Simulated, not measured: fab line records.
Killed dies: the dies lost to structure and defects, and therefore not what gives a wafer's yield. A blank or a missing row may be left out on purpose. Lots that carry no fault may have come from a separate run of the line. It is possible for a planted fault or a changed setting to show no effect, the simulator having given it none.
The tool behind it: which one? :: flow gf180mcu :: Sampling: 24 lots, 72 wafers, 6 of 602 route steps

== WHAT EACH GAUGE READ, for each wafer ==
GF_NWELL_TW_MEAS_11.
lot: L074
measured: day 3 07:55
on: filmMetro-04
NWELL_TW: 1566 1562 1565

lot: L075
measured: day 3 13:24
on: filmMetro-03
NWELL_TW: 1602 1598 1599

lot: L076
measured: day 3 18:32
on: filmMetro-01
NWELL_TW: 1562 1556 1561

lot: L077
measured: day 4 02:57
on: filmMetro-03
NWELL_TW: 1600 1595 1595

lot: L078
measured: day 4 07:41
on: filmMetro-01
NWELL_TW: 1559 1564 1563

lot: L079
measured: day 4 12:58
on: filmMetro-03
NWELL_TW: 1611 1606 1606

lot: L080
measured: day 4 19:56
on: filmMetro-04
NWELL_TW: 1554 1550 1557

lot: L081
measured: day 5 02:55
on: filmMetro-01
NWELL_TW: 1571 1561 1563

lot: L083
measured: day 5 09:31
on: filmMetro-01
NWELL_TW: 1557 1558 1560

lot: L082
measured: day 5 10:14
on: filmMetro-03
NWELL_TW: 1596 1594 1588

lot: L084
measured: day 5 22:37
on: filmMetro-03
NWELL_TW: 1600 1603 1592

lot: L085
measured: day 6 05:46
on: filmMetro-03
NWELL_TW: 1601 1605 1606

lot: L086
measured: day 6 06:12
on: filmMetro-04
NWELL_TW: 1557 1564 1568

lot: L087
measured: day 6 11:05
on: filmMetro-03
NWELL_TW: 1602 1599 1607

lot: L088
measured: day 6 17:07
on: filmMetro-04
NWELL_TW: 1550 1554 1564

lot: L089
measured: day 7 00:08
on: filmMetro-03
NWELL_TW: 1599 1591 1593

lot: L090
measured: day 7 00:20
on: filmMetro-01
NWELL_TW: 1562 1561 1567

lot: L091
measured: day 7 06:14
on: filmMetro-03
NWELL_TW: 1598 1595 1596

lot: L092
measured: day 7 10:26
on: filmMetro-01
NWELL_TW: 1577 1565 1561

lot: L093
measured: day 7 14:46
on: filmMetro-01
NWELL_TW: 1573 1568 1570

lot: L094
measured: day 8 02:55
on: filmMetro-04
NWELL_TW: 1565 1557 1557

lot: L095
measured: day 8 03:37
on: filmMetro-01
NWELL_TW: 1551 1555 1552

lot: L096
measured: day 8 09:14
on: filmMetro-01
NWELL_TW: 1564 1560 1554

lot: L097
measured: day 8 15:38
on: filmMetro-01
NWELL_TW: 1554 1563 1568

GF_V3_RS_MEAS_24: a four-point-probe measurement.
lot: L074
measured: day 22 07:14
on: filmMetro-04
V3_W_RS (ohm/sq): 0.325 0.324 0.328

lot: L075
measured: day 22 15:16
on: filmMetro-02
V3_W_RS (ohm/sq): 0.329 0.326 0.327

lot: L076
measured: day 22 21:49
on: filmMetro-01
V3_W_RS (ohm/sq): 0.327 0.324 0.325

lot: L077
measured: day 23 10:00
on: filmMetro-01
V3_W_RS (ohm/sq): 0.324 0.329 0.322

lot: L078
measured: day 23 19:19
on: filmMetro-04
V3_W_RS (ohm/sq): 0.328 0.328 0.327

lot: L079
measured: day 24 05:47
on: filmMetro-04
V3_W_RS (ohm/sq): 0.331 0.330 0.329

lot: L080
measured: day 24 14:43
on: filmMetro-02
V3_W_RS (ohm/sq): 0.330 0.326 0.329

lot: L081
measured: day 25 01:37
on: filmMetro-02
V3_W_RS (ohm/sq): 0.324 0.330 0.326

lot: L083
measured: day 25 11:19
on: filmMetro-04
V3_W_RS (ohm/sq): 0.328 0.332 0.326

lot: L082
measured: day 25 15:44
on: filmMetro-04
V3_W_RS (ohm/sq): 0.324 0.327 0.327

lot: L084
measured: day 26 08:20
on: filmMetro-04
V3_W_RS (ohm/sq): 0.332 0.333 0.328

lot: L085
measured: day 26 18:22
on: filmMetro-02
V3_W_RS (ohm/sq): 0.328 0.329 0.330

lot: L086
measured: day 26 20:09
on: filmMetro-01
V3_W_RS (ohm/sq): 0.323 0.322 0.316

lot: L087
measured: day 27 04:37
on: filmMetro-02
V3_W_RS (ohm/sq): 0.321 0.320 0.317

lot: L088
measured: day 27 11:55
on: filmMetro-01
V3_W_RS (ohm/sq): 0.329 0.325 0.327

lot: L089
measured: day 27 21:17
on: filmMetro-02
V3_W_RS (ohm/sq): 0.333 0.337 0.334

lot: L090
measured: day 28 01:52
on: filmMetro-02
V3_W_RS (ohm/sq): 0.330 0.326 0.327

lot: L091
measured: day 28 02:46
on: filmMetro-02
V3_W_RS (ohm/sq): 0.329 0.330 0.332

lot: L092
measured: day 28 11:22
on: filmMetro-01
V3_W_RS (ohm/sq): 0.327 0.325 0.331

lot: L093
measured: day 28 13:55
on: filmMetro-02
V3_W_RS (ohm/sq): 0.329 0.328 0.332

lot: L094
measured: day 29 03:50
on: filmMetro-04
V3_W_RS (ohm/sq): 0.325 0.328 0.328

lot: L095
measured: day 29 05:32
on: filmMetro-02
V3_W_RS (ohm/sq): 0.328 0.329 0.325

lot: L096
measured: day 29 10:05
on: filmMetro-01
V3_W_RS (ohm/sq): 0.322 0.325 0.323

lot: L097
measured: day 29 16:41
on: filmMetro-04
V3_W_RS (ohm/sq): 0.333 0.324 0.328

GF_V4_CD_MEAS_14 targets a cd of 260 nm.
lot: L074
measured: day 24 07:35
on: cdSem-02
cdNm (nm): 259.1 259.0 259.6

lot: L075
measured: day 24 14:27
on: cdSem-02
cdNm (nm): 261.1 260.0 260.3

lot: L076
measured: day 24 20:53
on: cdSem-01
cdNm (nm): 261.7 261.6 261.6

lot: L077
measured: day 25 09:04
on: cdSem-01
cdNm (nm): 259.3 258.6 259.6

lot: L078
measured: day 25 16:35
on: cdSem-01
cdNm (nm): 260.0 259.8 259.8

lot: L079
measured: day 26 02:22
on: cdSem-02
cdNm (nm): 262.4 261.9 261.1

lot: L080
measured: day 26 11:04
on: cdSem-02
cdNm (nm): 259.5 259.0 260.1

lot: L081
measured: day 26 21:05
on: cdSem-01
cdNm (nm): 260.7 260.2 260.5

lot: L083
measured: day 27 07:14
on: cdSem-01
cdNm (nm): 261.5 260.0 260.9

lot: L082
measured: day 27 12:02
on: cdSem-02
cdNm (nm): 259.7 258.8 259.4

lot: L084
measured: day 28 03:23
on: cdSem-02
cdNm (nm): 260.3 259.3 259.2

lot: L085
measured: day 28 12:31
on: cdSem-01
cdNm (nm): 259.6 257.4 259.3

lot: L086
measured: day 28 13:49
on: cdSem-01
cdNm (nm): 261.8 261.8 260.4

lot: L087
measured: day 28 21:44
on: cdSem-02
cdNm (nm): 256.4 257.3 257.7

lot: L088
measured: day 29 05:05
on: cdSem-02
cdNm (nm): 261.3 262.7 261.0

lot: L089
measured: day 29 13:24
on: cdSem-01
cdNm (nm): 258.9 260.0 258.8

lot: L090
measured: day 29 17:56
on: cdSem-01
cdNm (nm): 257.9 259.6 259.1

lot: L091
measured: day 29 18:17
on: cdSem-01
cdNm (nm): 261.1 260.5 260.5

lot: L092
measured: day 30 03:44
on: cdSem-01
cdNm (nm): 260.6 260.9 261.2

lot: L093
measured: day 30 05:47
on: cdSem-02
cdNm (nm): 259.1 260.2 260.2

lot: L094
measured: day 30 18:17
on: cdSem-01
cdNm (nm): 258.9 259.4 259.0

lot: L095
measured: day 30 20:31
on: cdSem-02
cdNm (nm): 260.0 259.7 258.1

lot: L096
measured: day 31 00:45
on: cdSem-01
cdNm (nm): 261.8 259.2 260.3

lot: L097
measured: day 31 06:45
on: cdSem-01
cdNm (nm): 258.0 258.7 259.1

GF_V5_THK_MEAS_03.
lot: L074
measured: day 26 06:13
on: filmMetro-02
V5_CVD_02_THK (nm): 1430 1425 1452

lot: L075
measured: day 26 12:18
on: filmMetro-01
V5_CVD_02_THK (nm): 1477 1484 1494

lot: L076
measured: day 26 18:16
on: filmMetro-04
V5_CVD_02_THK (nm): 1418 1435 1464

lot: L077
measured: day 27 06:26
on: filmMetro-02
V5_CVD_02_THK (nm): 1456 1485 1484

lot: L078
measured: day 27 13:15
on: filmMetro-04
V5_CVD_02_THK (nm): 1452 1447 1459

lot: L079
measured: day 27 22:32
on: filmMetro-02
V5_CVD_02_THK (nm): 1431 1435 1475

lot: L080
measured: day 28 07:37
on: filmMetro-04
V5_CVD_02_THK (nm): 1465 1443 1474

lot: L081
measured: day 28 16:52
on: filmMetro-02
V5_CVD_02_THK (nm): 1440 1456 1468

lot: L083
measured: day 29 00:09
on: filmMetro-02
V5_CVD_02_THK (nm): 1442 1483 1462

lot: L082
measured: day 29 06:26
on: filmMetro-04
V5_CVD_02_THK (nm): 1438 1448 1471

lot: L084
measured: day 29 20:46
on: filmMetro-01
V5_CVD_02_THK (nm): 1439 1468 1448

lot: L085
measured: day 30 06:13
on: filmMetro-04
V5_CVD_02_THK (nm): 1462 1453 1470

lot: L086
measured: day 30 06:29
on: filmMetro-02
V5_CVD_02_THK (nm): 1441 1452 1465

lot: L087
measured: day 30 14:04
on: filmMetro-01
V5_CVD_02_THK (nm): 1455 1481 1478

lot: L088
measured: day 30 21:13
on: filmMetro-04
V5_CVD_02_THK (nm): 1445 1464 1473

lot: L089
measured: day 31 04:59
on: filmMetro-04
V5_CVD_02_THK (nm): 1418 1472 1465

lot: L090
measured: day 31 09:34
on: filmMetro-02
V5_CVD_02_THK (nm): 1428 1436 1450

lot: L091
measured: day 31 09:55
on: filmMetro-02
V5_CVD_02_THK (nm): 1472 1486 1484

lot: L092
measured: day 31 18:44
on: filmMetro-02
V5_CVD_02_THK (nm): 1455 1455 1473

lot: L093
measured: day 31 20:33
on: filmMetro-02
V5_CVD_02_THK (nm): 1481 1450 1496

lot: L094
measured: day 32 07:55
on: filmMetro-01
V5_CVD_02_THK (nm): 1468 1474 1483

lot: L095
measured: day 32 09:12
on: filmMetro-01
V5_CVD_02_THK (nm): 1486 1473 1479

lot: L096
measured: day 32 14:40
on: filmMetro-01
V5_CVD_02_THK (nm): 1438 1464 1473

lot: L097
measured: day 32 19:52
on: filmMetro-02
V5_CVD_02_THK (nm): 1461 1484 1472

GF_PASSIVATION_THK_MEAS_01.
lot: L074
measured: day 28 02:53
on: filmMetro-03
PASSIVATION_CVD_00_THK (nm): 991 981 1017

lot: L075
measured: day 28 07:49
on: filmMetro-01
PASSIVATION_CVD_00_THK (nm): 997 1028 1023

lot: L076
measured: day 28 13:05
on: filmMetro-03
PASSIVATION_CVD_00_THK (nm): 990 987 998

lot: L077
measured: day 29 01:44
on: filmMetro-04
PASSIVATION_CVD_00_THK (nm): 1010 1022 1024

lot: L078
measured: day 29 07:19
on: filmMetro-01
PASSIVATION_CVD_00_THK (nm): 991 990 997

lot: L079
measured: day 29 15:54
on: filmMetro-04
PASSIVATION_CVD_00_THK (nm): 997 984 997

lot: L080
measured: day 30 00:45
on: filmMetro-03
PASSIVATION_CVD_00_THK (nm): 967 998 984

lot: L081
measured: day 30 10:08
on: filmMetro-04
PASSIVATION_CVD_00_THK (nm): 977 1003 997

lot: L083
measured: day 30 16:29
on: filmMetro-01
PASSIVATION_CVD_00_THK (nm): 1001 1007 1011

lot: L082
measured: day 30 21:46
on: filmMetro-03
PASSIVATION_CVD_00_THK (nm): 988 1011 1010

lot: L084
measured: day 31 11:16
on: filmMetro-01
PASSIVATION_CVD_00_THK (nm): 1001 999 983

lot: L085
measured: day 31 20:33
on: filmMetro-03
PASSIVATION_CVD_00_THK (nm): 985 984 1005

lot: L086
measured: day 31 20:05
on: filmMetro-03
PASSIVATION_CVD_00_THK (nm): 997 1002 1021

lot: L087
measured: day 32 04:25
on: filmMetro-01
PASSIVATION_CVD_00_THK (nm): 994 1001 1005

lot: L088
measured: day 32 10:21
on: filmMetro-04
PASSIVATION_CVD_00_THK (nm): 983 1012 995

lot: L089
measured: day 32 17:39
on: filmMetro-01
PASSIVATION_CVD_00_THK (nm): 993 992 990

lot: L090
measured: day 32 21:42
on: filmMetro-04
PASSIVATION_CVD_00_THK (nm): 1000 995 1010

lot: L091
measured: day 32 23:26
on: filmMetro-03
PASSIVATION_CVD_00_THK (nm): 964 990 1000

lot: L092
measured: day 33 07:35
on: filmMetro-01
PASSIVATION_CVD_00_THK (nm): 982 980 1001

lot: L093
measured: day 33 09:11
on: filmMetro-04
PASSIVATION_CVD_00_THK (nm): 972 991 1007

lot: L094
measured: day 33 20:10
on: filmMetro-01
PASSIVATION_CVD_00_THK (nm): 978 986 986

lot: L095
measured: day 33 21:12
on: filmMetro-03
PASSIVATION_CVD_00_THK (nm): 985 995 998

lot: L096
measured: day 34 01:32
on: filmMetro-03
PASSIVATION_CVD_00_THK (nm): 979 1005 1009

lot: L097
measured: day 34 05:44
on: filmMetro-03
PASSIVATION_CVD_00_THK (nm): 1017 1006 1023

== WHICH TOOL RAN EACH LOT (tool, then ch and the chambers of the sampled wafers, then the start) ==
lot: L074
GF_V2_CVD_23: cvdW-01 ch 0,1, day 20 04:09

lot: L075
GF_V2_CVD_23: cvdW-01 ch 0,1, day 20 12:55

lot: L076
GF_V2_CVD_23: cvdW-01 ch 0,1, day 20 19:41

lot: L077
GF_V2_CVD_23: cvdW-01 ch 0, day 21 07:52

lot: L078
GF_V2_CVD_23: cvdW-01 ch 1, day 21 17:18

lot: L079
GF_V2_CVD_23: cvdW-01 ch 0,1, day 22 04:53

lot: L080
GF_V2_CVD_23: cvdW-01 ch 0,1, day 22 14:57

lot: L081
GF_V2_CVD_23: cvdW-02 ch 0, day 23 01:56

lot: L083
GF_V2_CVD_23: cvdW-01 ch 0,1, day 23 11:51

lot: L082
GF_V2_CVD_23: cvdW-01 ch 0,1, day 23 16:45

lot: L084
GF_V2_CVD_23: cvdW-02 ch 0,1, day 24 11:13

lot: L085
GF_V2_CVD_23: cvdW-02 ch 0,1, day 24 20:14

lot: L086
GF_V2_CVD_23: cvdW-01 ch 0,1, day 24 22:47

lot: L087
GF_V2_CVD_23: cvdW-02 ch 0,1, day 25 07:08

lot: L088
GF_V2_CVD_23: cvdW-02 ch 0,1, day 25 14:42

lot: L089
GF_V2_CVD_23: cvdW-02 ch 0, day 26 01:05

lot: L090
GF_V2_CVD_23: cvdW-01 ch 1, day 26 05:51

lot: L091
GF_V2_CVD_23: cvdW-02 ch 0,1, day 26 06:59

lot: L092
GF_V2_CVD_23: cvdW-02 ch 0,1, day 26 15:48

lot: L093
GF_V2_CVD_23: cvdW-01 ch 0,1, day 26 18:36

lot: L094
GF_V2_CVD_23: cvdW-02 ch 0,1, day 27 09:08

lot: L095
GF_V2_CVD_23: cvdW-02 ch 0,1, day 27 10:52

lot: L096
GF_V2_CVD_23: cvdW-01 ch 0, day 27 16:04

lot: L097
GF_V2_CVD_23: cvdW-01 ch 0,1, day 28 00:20
- GF_V2_CVD_23: deposits W, target thk 350 nm, time 104.94 s.

== WHAT THE TOOLS THEMSELVES READ (means of the sampled wafers that have a number; where no wafer has one, the mark that the record gives instead) ==
GF_V2_CVD_23.
lot: L074
tool: cvdW-01
heaterPowerW (W): 835
susceptorTempC (C): 398.77

lot: L075
tool: cvdW-01
heaterPowerW (W): 821
susceptorTempC (C): 398.99

lot: L076
tool: cvdW-01
heaterPowerW (W): 815
susceptorTempC (C): 399.10

lot: L077
tool: cvdW-01
heaterPowerW (W): 872
susceptorTempC (C): 398.79

lot: L078
tool: cvdW-01
heaterPowerW (W): 781
susceptorTempC (C): 399.17

lot: L079
tool: cvdW-01
heaterPowerW (W): 849
susceptorTempC (C): 398.89

lot: L080
tool: cvdW-01
heaterPowerW (W): 843
susceptorTempC (C): 399.14

lot: L081
tool: cvdW-02
heaterPowerW (W): 943
susceptorTempC (C): 399.10

lot: L083
tool: cvdW-01
heaterPowerW (W): 820
susceptorTempC (C): 399.01

lot: L082
tool: cvdW-01
heaterPowerW (W): 824
susceptorTempC (C): 399.10

lot: L084
tool: cvdW-02
heaterPowerW (W): 862
susceptorTempC (C): 399.10

lot: L085
tool: cvdW-02
heaterPowerW (W): 868
susceptorTempC (C): 399.09

lot: L086
tool: cvdW-01
heaterPowerW (W): 843
susceptorTempC (C): 399.06

lot: L087
tool: cvdW-02
heaterPowerW (W): 788
susceptorTempC (C): 399.13

lot: L088
tool: cvdW-02
heaterPowerW (W): 787
susceptorTempC (C): 398.93

lot: L089
tool: cvdW-02
heaterPowerW (W): 958
susceptorTempC (C): 399.12

lot: L090
tool: cvdW-01
heaterPowerW (W): 782
susceptorTempC (C): 399.29

lot: L091
tool: cvdW-02
heaterPowerW (W): 869
susceptorTempC (C): 398.91

lot: L092
tool: cvdW-02
heaterPowerW (W): 781
susceptorTempC (C): 399.00

lot: L093
tool: cvdW-01
heaterPowerW (W): 846
susceptorTempC (C): 398.95

lot: L094
tool: cvdW-02
heaterPowerW (W): 780
susceptorTempC (C): 399.26

lot: L095
tool: cvdW-02
heaterPowerW (W): 880
susceptorTempC (C): 399.08

lot: L096
tool: cvdW-01
heaterPowerW (W): 885
susceptorTempC (C): 398.89

lot: L097
tool: cvdW-01
heaterPowerW (W): 827
susceptorTempC (C): 399.03

== THE ANSWER, worked out from the rows above alone ==
Rule: the lots themselves supply what counts as usual. Put in order of their means at a reading, lots are off if they are a third of the lots or fewer, leave a main group of 4 or more, and stand apart from it by a gap of 3 or more times the standard deviation of the main group's means; of several such gaps the widest counts. The tables above print the reading to a certain number of digits; a main group whose means all agree to those digits is not used. A lot without any number at a reading at which 4 lots or more have one is off too. Where the step has rows for the other lots, those lots are counted as sound. First the gauges in route order, then the tools' own readings, where a lot's mean is used as printed above. At the first step where some lot is off, the reading lying furthest off is the one used; lots without a number count as furthest.
No lot is off at any reading shown: from this, nothing can be told.

== WHAT THE SIMULATOR HAD INSERTED ==
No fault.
